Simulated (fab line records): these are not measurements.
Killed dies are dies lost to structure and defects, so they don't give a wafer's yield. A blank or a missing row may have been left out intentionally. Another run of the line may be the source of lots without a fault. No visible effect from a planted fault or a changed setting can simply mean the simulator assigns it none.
fab line records	flow sky130
record lots=6	wafers=18	last-day=50
route steps=708 shown LI_CONTACT@382 LOCAL_INTERCONNECT@387 PAD_OPEN@708
lots untouched by any fault: they come from a run of this same line in which no faults occurred
start-h: start of the lot's first displayed wafer, in hours after the record's first day	wait-h: hours elapsed since this lot's preceding step	" repeats the value in the row above	L1.1+2: a single row standing in for several wafers	- either no value or no given start	* or withheld: withheld	< > ~ a bound
route shown NAME@n: NAME is a module with steps in the file, n the number in the route of the first one	usual: mean/standard deviation of fault-free wafers	same: alike in all rows	chamber/n: place in a boat	sites: readings site by site	_std_site: the standard deviation of these	_edge_site: inner sites' mean taken away from outer sites' mean	radius-mm: for every site, how far away it sits from the centre of the wafer	mask NAME#n: copy n	behind: tool/chamber where the wafer was last shaped	hold: cause of the lot's hold/its duration in hours/its outcome	device: whichever transistor did not switch (one of n, p or np)	end of line: tests of these same wafers at the route's end	a step without rows: its recipe alone	killed: dies that structure and defects cost at the first sort, which is not the same as the wafer's yield	map: dies across one wafer; x = killed, . = not, _ = none there
set.NAME: setting as actually run; set.NAME@STEP: the setting as run at that earlier step	model.NAME: the simulator's own value behind a step, which no gauge read
lots at some steps of the route; a table a step, a row a wafer
services: the hour from which a tool's chamber was out of use, counted from the record's first day as start-h (under 0 if before that day), plus the number of hours and why
## steps
# step SKY_LI_CONTACT_SPUTTER_20
# recipe material=TiN	target-thk-nm=20	chamber-pressure-pa=5	power-w=4000	time-s=80
# usual throttle-valve-pct=30.3/0.65
lot.wafer	tool	chamber	start-h	wait-h	throttle-valve-pct
L477.2	pvd-sputter-03	-	675.15	0.0	30.3
L477.3	"	-	"	"	30.0
L477.6	"	-	"	"	29.2
L480.1	pvd-sputter-03	-	725.67	0.0	29.2
L480.2	"	-	"	"	30.5
L480.5	"	-	"	"	30.7
L489.3	pvd-sputter-03	-	789.88	0.0	30.7
L489.5	"	-	"	"	29.2
L489.6	"	-	"	"	29.7
L490.1	pvd-sputter-04	-	791.14	0.0	31.0
L490.4	"	-	"	"	31.3
L490.5	"	-	"	"	30.6
L496.1	pvd-sputter-03	-	834.39	0.0	30.5
L496.4	"	-	"	"	29.9
L496.6	"	-	"	"	30.6
L499.3	pvd-sputter-01	-	852.75	0.0	30.5
L499.5	"	-	"	"	30.0
L499.6	"	-	"	"	30.3
# step SKY_LI_CONTACT_CVD_21
# recipe material=W	target-thk-nm=400	time-s=120.56	temp-c=400	pressure-torr=40
# usual chamber-pressure-Torr=40.00/0.09	heater-power-w=880/39
lot.wafer	tool	chamber	start-h	wait-h	chamber-pressure-Torr	heater-power-w
L477.2	cvd-w-01	1	675.21	0.0	40.05	888
L477.3	"	0	"	"	40.09	918
L477.6	"	0	"	"	39.99	933
L480.1	cvd-w-02	1	725.73	0.0	40.06	885
L480.2	"	0	"	"	40.01	796
L480.5	"	0	"	"	39.95	808
L489.3	cvd-w-01	0	789.98	0.1	39.98	914
L489.5	"	0	"	"	39.97	928
L489.6	"	1	"	"	39.95	874
L490.1	cvd-w-02	0	791.20	0.0	40.09	816
L490.4	"	0	"	"	40.00	812
L490.5	"	1	"	"	40.08	913
L496.1	cvd-w-02	1	834.45	0.0	40.06	922
L496.4	"	1	"	"	39.91	896
L496.6	"	0	"	"	39.89	818
L499.3	cvd-w-01	1	852.86	0.1	40.06	867
L499.5	"	1	"	"	40.10	859
L499.6	"	0	"	"	39.92	913
# step SKY_LI_CONTACT_RS_MEAS_22
# recipe thk-meas-gauge=four-point-probe	reads=W_of_LI_CONTACT_CVD_21+TiN_of_LI_CONTACT_SPUTTER_20+Ti_of_LI_CONTACT_SPUTTER_19
# usual LI_CONTACT_W_RS=0.285/0.004
lot.wafer	tool	chamber	start-h	wait-h	LI_CONTACT_W_RS[ohm/sq]
L477.2	film-metro-01	-	675.36	0.1	0.283
L477.3	"	-	"	"	0.282
L477.6	"	-	"	"	0.284
L480.1	film-metro-02	-	725.85	0.1	0.283
L480.2	"	-	"	"	0.289
L480.5	"	-	"	"	0.288
L489.3	film-metro-02	-	790.10	0.1	0.284
L489.5	"	-	"	"	0.282
L489.6	"	-	"	"	0.282
L490.1	film-metro-04	-	791.32	0.1	0.290
L490.4	"	-	"	"	0.293
L490.5	"	-	"	"	0.279
L496.1	film-metro-04	-	834.57	0.1	0.279
L496.4	"	-	"	"	0.280
L496.6	"	-	"	"	0.290
L499.3	film-metro-02	-	852.99	0.1	0.283
L499.5	"	-	"	"	0.283
L499.6	"	-	"	"	0.285
# step SKY_LI_CONTACT_THK_MEAS_23
# recipe thk-meas-gauge=xrf	reads=W_of_LI_CONTACT_CVD_21
# usual LI_CONTACT_W_THK=395/7.2
lot.wafer	tool	chamber	start-h	wait-h	LI_CONTACT_W_THK[nm]
L477.2	film-metro-01	-	675.47	0.1	391
L477.3	"	-	"	"	395
L477.6	"	-	"	"	391
L480.1	film-metro-02	-	725.97	0.1	401
L480.2	"	-	"	"	393
L480.5	"	-	"	"	398
L489.3	film-metro-02	-	790.20	0.1	401
L489.5	"	-	"	"	399
L489.6	"	-	"	"	400
L490.1	film-metro-04	-	791.44	0.1	388
L490.4	"	-	"	"	384
L490.5	"	-	"	"	403
L496.1	film-metro-04	-	834.69	0.1	409
L496.4	"	-	"	"	406
L496.6	"	-	"	"	392
L499.3	film-metro-02	-	853.09	0.1	399
L499.5	"	-	"	"	401
L499.6	"	-	"	"	392
# step SKY_LI_CONTACT_CMP_24
# recipe stop-on=PSG	t-overpolish-s=20	down-force-psi=3.5	platen-rpm=60	target-thk-nm=0	pad-velocity-m-s=0.94248
# usual motor-current-A=10.5/0.87	overpolish-run-s=20.000/0.0094	time-to-endpoint-s=96/4.2
lot.wafer	tool	chamber	start-h	wait-h	motor-current-A	overpolish-run-s	time-to-endpoint-s
L477.2	cmp-01	0	675.57	0.1	11.0	19.999	96
L477.3	"	1	"	"	9.5	19.995	93
L477.6	"	0	"	"	11.4	20.006	96
L480.1	cmp-02	3	726.13	0.1	10.2	19.996	101
L480.2	"	0	"	"	9.9	19.990	96
L480.5	"	2	"	"	8.6	19.998	96
L489.3	cmp-01	0	790.29	0.1	11.7	20.006	93
L489.6	"	3	"	"	11.6	19.988	91
L489.5	"	0	"	"	11.5	19.992	93
L490.1	cmp-01	0	791.50	0.1	10.7	19.985	89
L490.4	"	2	"	"	11.2	20.008	85
L490.5	"	1	"	"	10.0	20.007	90
L496.4	cmp-02	1	834.80	0.1	10.4	19.995	97
L496.1	"	2	"	"	9.0	20.013	97
L496.6	"	0	"	"	10.2	20.009	101
L499.3	cmp-02	0	853.13	0.0	10.0	20.006	99
L499.6	"	0	"	"	10.1	19.992	95
L499.5	"	1	"	"	10.3	19.997	97
# step SKY_LOCAL_INTERCONNECT_SPUTTER_00
# recipe material=TiN	target-thk-nm=100	temp-c=300	power-w=6500	time-s=83.3	chamber-pressure-pa=0.4
# usual throttle-valve-pct=29.6/0.67
lot.wafer	tool	chamber	start-h	wait-h	throttle-valve-pct
L477.2	pvd-sputter-01	-	675.82	0.2	29.4
L477.3	"	-	"	"	31.3
L477.6	"	-	"	"	29.9
L480.1	pvd-sputter-02	-	726.33	0.1	28.9
L480.2	"	-	"	"	29.0
L480.5	"	-	"	"	29.2
L489.3	pvd-sputter-03	-	790.54	0.2	30.9
L489.5	"	-	"	"	30.3
L489.6	"	-	"	"	29.2
L490.1	pvd-sputter-02	-	791.80	0.2	29.2
L490.4	"	-	"	"	29.4
L490.5	"	-	"	"	29.4
L496.1	pvd-sputter-02	-	835.05	0.1	29.1
L496.4	"	-	"	"	29.2
L496.6	"	-	"	"	28.8
L499.3	pvd-sputter-03	-	853.43	0.2	29.9
L499.5	"	-	"	"	30.7
L499.6	"	-	"	"	30.6
# step SKY_LOCAL_INTERCONNECT_RS_MEAS_01
# recipe thk-meas-gauge=four-point-probe	reads=TiN_of_LOCAL_INTERCONNECT_SPUTTER_00
# usual LOCAL_INTERCONNECT_TIN_RS=14.11/0.2
lot.wafer	tool	chamber	start-h	wait-h	LOCAL_INTERCONNECT_TIN_RS[ohm/sq]
L477.2	film-metro-04	-	675.90	0.1	14.56
L477.3	"	-	"	"	14.35
L477.6	"	-	"	"	14.26
L480.1	film-metro-01	-	726.40	0.0	14.21
L480.2	"	-	"	"	14.24
L480.5	"	-	"	"	14.26
L489.3	film-metro-03	-	790.64	0.1	14.43
L489.5	"	-	"	"	14.53
L489.6	"	-	"	"	14.18
L490.1	film-metro-01	-	791.87	0.0	14.00
L490.4	"	-	"	"	14.10
L490.5	"	-	"	"	14.12
L496.1	film-metro-03	-	835.12	0.0	14.30
L496.4	"	-	"	"	14.15
L496.6	"	-	"	"	14.10
L499.3	film-metro-03	-	853.53	0.1	13.97
L499.5	"	-	"	"	14.17
L499.6	"	-	"	"	13.85
# step SKY_LOCAL_INTERCONNECT_THK_MEAS_02
# recipe thk-meas-gauge=xrf	reads=TiN_of_LOCAL_INTERCONNECT_SPUTTER_00
# usual LOCAL_INTERCONNECT_TIN_THK=99.7/1.7
lot.wafer	tool	chamber	start-h	wait-h	LOCAL_INTERCONNECT_TIN_THK[nm]
L477.2	film-metro-04	-	676.01	0.1	95.7
L477.3	"	-	"	"	97.1
L477.6	"	-	"	"	97.7
L480.1	film-metro-01	-	726.52	0.1	99.1
L480.2	"	-	"	"	98.9
L480.5	"	-	"	"	98.6
L489.3	film-metro-03	-	790.74	0.1	98.2
L489.5	"	-	"	"	97.7
L489.6	"	-	"	"	100.2
L490.1	film-metro-01	-	791.99	0.1	101.0
L490.4	"	-	"	"	99.8
L490.5	"	-	"	"	99.2
L496.1	film-metro-03	-	835.24	0.1	98.8
L496.4	"	-	"	"	100.2
L496.6	"	-	"	"	99.9
L499.3	film-metro-03	-	853.63	0.1	101.2
L499.5	"	-	"	"	99.8
L499.6	"	-	"	"	101.9
# step SKY_LOCAL_INTERCONNECT_DEHYDRATE_03
# recipe temp-c=200	time-s=60
# step SKY_LOCAL_INTERCONNECT_HMDS_04
# recipe prime-time-s=60	prime-temp-c=120
# step SKY_LOCAL_INTERCONNECT_COAT_05
# recipe resist=BARC	temp-c=withheld	time-s=withheld	spin-rpm=3000	resist-thk-nm=60
# step SKY_LOCAL_INTERCONNECT_COAT_06
# recipe resist=KrF-thick	spin-rpm=3000	resist-thk-nm=450
# step SKY_LOCAL_INTERCONNECT_SOFTBAKE_07
# recipe temp-c=100	time-s=90	resist=KrF-thick
# usual heater-power-total-W=57.37/0.12	run-length-s=118.97/0.19
lot.wafer	tool	chamber	start-h	wait-h	heater-power-total-W	run-length-s
L477.2	litho-track-04	0	689	-	57.18	118.79
L477.3	"	0	"	"	57.55	119.06
L477.6	"	0	"	"	57.21	118.80
L480.1	litho-track-04	0	740	-	57.44	119.04
L480.2	"	0	"	"	57.35	118.85
L480.5	"	0	"	"	57.21	118.90
L489.3	litho-track-03	0	803	-	62.77	96.83
L489.5	"	0	"	"	62.87	97.00
L489.6	"	0	"	"	62.99	97.15
L490.1	litho-track-03	0	804	-	62.73	96.84
L490.4	"	0	"	"	63.09	96.88
L490.5	"	0	"	"	62.90	96.80
L496.1	litho-track-04	0	848	-	57.20	118.79
L496.4	"	0	"	"	57.29	118.79
L496.6	"	0	"	"	57.37	119.08
L499.3	litho-track-04	0	866	-	57.49	118.79
L499.5	"	0	"	"	57.18	118.92
L499.6	"	0	"	"	57.17	119.02
# step SKY_LOCAL_INTERCONNECT_EXPOSE_08
# recipe mask-id=LI1M	na=0.8	source-shape=annular	sigma-inner=0.55	sigma-outer=0.85	target-cd-nm=170	dose-mj=28
# step SKY_PAD_OPEN_PROBE_99
# usual killed_at_M0_to_M3=44/6.9	killed_at_M4_up=3.3/1.8	killed-at-contacts=24/5	killed-at-front-end=16/4.6	killed-at-other=0.2/0.42	killed-dies=88/9.2	killed-open=48/7.3	killed-short=40/6.5
# same gross-dies=492	killed-at-back-side=0
lot.wafer	tool	chamber	start-h	wait-h	killed_at_M0_to_M3	killed_at_M4_up	killed-at-contacts	killed-at-front-end	killed-at-other	killed-dies	killed-open	killed-short
L477.2	prober-02	-	1074.91	0.1	39	1	20	25	0	85	40	45
L477.3	prober-02	-	1074.96	0.2	37	1	21	23	0	82	44	38
L477.6	prober-02	-	1075.11	0.2	38	4	14	16	0	72	38	34
L480.1	prober-02	-	1112.19	0.1	30	2	26	19	1	78	39	37
L480.2	prober-02	-	1112.24	0.1	33	3	27	21	0	84	40	43
L480.5	prober-02	-	1112.39	0.2	53	1	21	13	0	88	58	28
L490.4	prober-01	-	1158.92	0.2	37	2	24	20	1	84	47	37
L496.1	prober-01	-	1187.90	0.1	47	4	13	19	0	83	37	46
L496.4	prober-01	-	1188.05	0.2	42	2	21	18	0	83	52	31
L496.6	prober-01	-	1188.15	0.2	41	2	25	23	1	92	48	43
# killed by level:class
L477.2 FIELD_ISO:geometric-particle:short=8 VIA1:geometric-particle:open=8 POLY_GATE:geometric-particle:open=6 VIA2:geometric-particle:open=6 CONTACT:geometric-particle:open=6 METAL2:geometric-particle:short=5 VIA1:geometric-particle:short=5 LOCAL_INTERCONNECT:geometric-particle:short=4
L477.3 CONTACT:geometric-particle:open=11 VIA1:geometric-particle:open=9 METAL2:geometric-particle:short=7 POLY_GATE:geometric-particle:short=6 FIELD_ISO:geometric-particle:open=5 POLY_GATE:geometric-particle:open=5 VIA1:geometric-particle:short=5 CONTACT:geometric-particle:short=4
L477.6 VIA1:geometric-particle:open=9 FIELD_ISO:geometric-particle:short=5 CONTACT:geometric-particle:open=5 METAL2:geometric-particle:short=5 METAL1:geometric-particle:short=5 FIELD_ISO:geometric-particle:open=4 LI_CONTACT:geometric-particle:open=4 VIA1:geometric-particle:short=4
L480.1 LI_CONTACT:geometric-particle:open=10 VIA1:geometric-particle:open=8 CONTACT:geometric-particle:short=6 CONTACT:geometric-particle:open=5 VIA2:geometric-particle:open=5 FIELD_ISO:geometric-particle:short=4 VIA1:geometric-particle:short=4 METAL2:geometric-particle:short=4
L480.2 LI_CONTACT:geometric-particle:open=8 CONTACT:geometric-particle:open=8 VIA1:geometric-particle:open=8 METAL1:geometric-particle:short=8 CONTACT:geometric-particle:short=6 VIA3:geometric-particle:short=6 FIELD_ISO:geometric-particle:short=4 FIELD_ISO:geometric-particle:open=4
L480.5 VIA1:geometric-particle:open=13 VIA2:geometric-particle:open=11 LI_CONTACT:geometric-particle:open=9 CONTACT:geometric-particle:open=6 FIELD_ISO:geometric-particle:open=5 VIA2:geometric-particle:short=5 METAL1:geometric-particle:short=4 VIA3:geometric-particle:open=3
L490.4 VIA1:geometric-particle:open=14 CONTACT:geometric-particle:open=9 LI_CONTACT:geometric-particle:open=7 FIELD_ISO:geometric-particle:short=6 POLY_GATE:geometric-particle:short=5 POLY_GATE:geometric-particle:open=4 LOCAL_INTERCONNECT:geometric-particle:short=4 METAL2:geometric-particle:short=4
L496.1 METAL2:geometric-particle:short=7 VIA1:geometric-particle:open=7 VIA1:geometric-particle:short=6 VIA3:geometric-particle:short=6 FIELD_ISO:geometric-particle:short=5 VIA2:geometric-particle:short=5 VIA3:geometric-particle:open=5 FIELD_ISO:geometric-particle:open=4
L496.4 VIA1:geometric-particle:open=12 VIA2:geometric-particle:open=10 LI_CONTACT:geometric-particle:open=9 VIA3:geometric-particle:open=6 FIELD_ISO:geometric-particle:short=5 CONTACT:geometric-particle:open=5 VIA1:geometric-particle:short=5 POLY_GATE:geometric-particle:open=4
L496.6 VIA2:geometric-particle:open=9 CONTACT:geometric-particle:open=9 VIA1:geometric-particle:open=9 FIELD_ISO:geometric-particle:short=8 POLY_GATE:geometric-particle:open=7 CONTACT:geometric-particle:short=6 METAL2:geometric-particle:short=6 METAL1:geometric-particle:short=5
## services
tool	chamber	start-h	hours	kind
cmp-02	-	652.71	2.4	repair
cmp-02	-	654.71	0.5	repair
pvd-sputter-02	-	664.77	8.3	repair
pvd-sputter-02	-	674.86	0.5	repair
cmp-01	-	684.58	8.1	pm
cvd-w-02	-	687.51	2.8	pm
pvd-sputter-03	-	697.02	0.5	repair
pvd-sputter-01	-	718.27	99.2	repair
cvd-w-01	-	735.42	2.8	pm
pvd-sputter-04	-	737.39	2.1	repair
cmp-02	-	744.23	4.0	pm
cvd-w-01	-	746.37	1.7	repair
cmp-02	-	748.23	-	consumable-replace:conditioner
cmp-02	-	748.23	-	consumable-replace:pad
cmp-01	-	758.72	0.5	repair
cvd-w-01	-	780.59	0.9	repair
cmp-01	-	782.97	0.9	repair
pvd-sputter-04	-	799.44	1.1	repair
pvd-sputter-02	-	808.58	2.4	repair
pvd-sputter-04	-	820.51	9.1	repair
cvd-w-01	1	828.44	9.1	repair
pvd-sputter-02	-	847.72	1.0	repair
pvd-sputter-04	-	862.87	2.7	repair
## key
first-sign step=SKY_LOCAL_INTERCONNECT_SOFTBAKE_07	reading=run-length-s	direction=down	sigmas=99+	usual=*	struck=*
effect step=SKY_LOCAL_INTERCONNECT_SOFTBAKE_07	reading=heater-power-total-W	direction=up	sigmas=47	usual=*	struck=*
met-at SKY_LOCAL_INTERCONNECT_SOFTBAKE_07
struck-wafers L489.3,L489.5,L489.6,L490.1,L490.4,L490.5
tester-left-out L489,L490
fault kind=process-parameter-drift	tool=litho-track-03	chamber=-	onset-h=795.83	steps=SKY_LOCAL_INTERCONNECT_SOFTBAKE_07	channel=time-s	offset=*	shape=step	end-h=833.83	acts-in=*	stated=*
# tester-left-out: of these lots the tester's yield and bins aren't shown, on N5 and GAA mostly nor the transistor test; their killed dies are dies lost to structure and defects alone, not to doping, threshold or leakage, so they don't give the yield
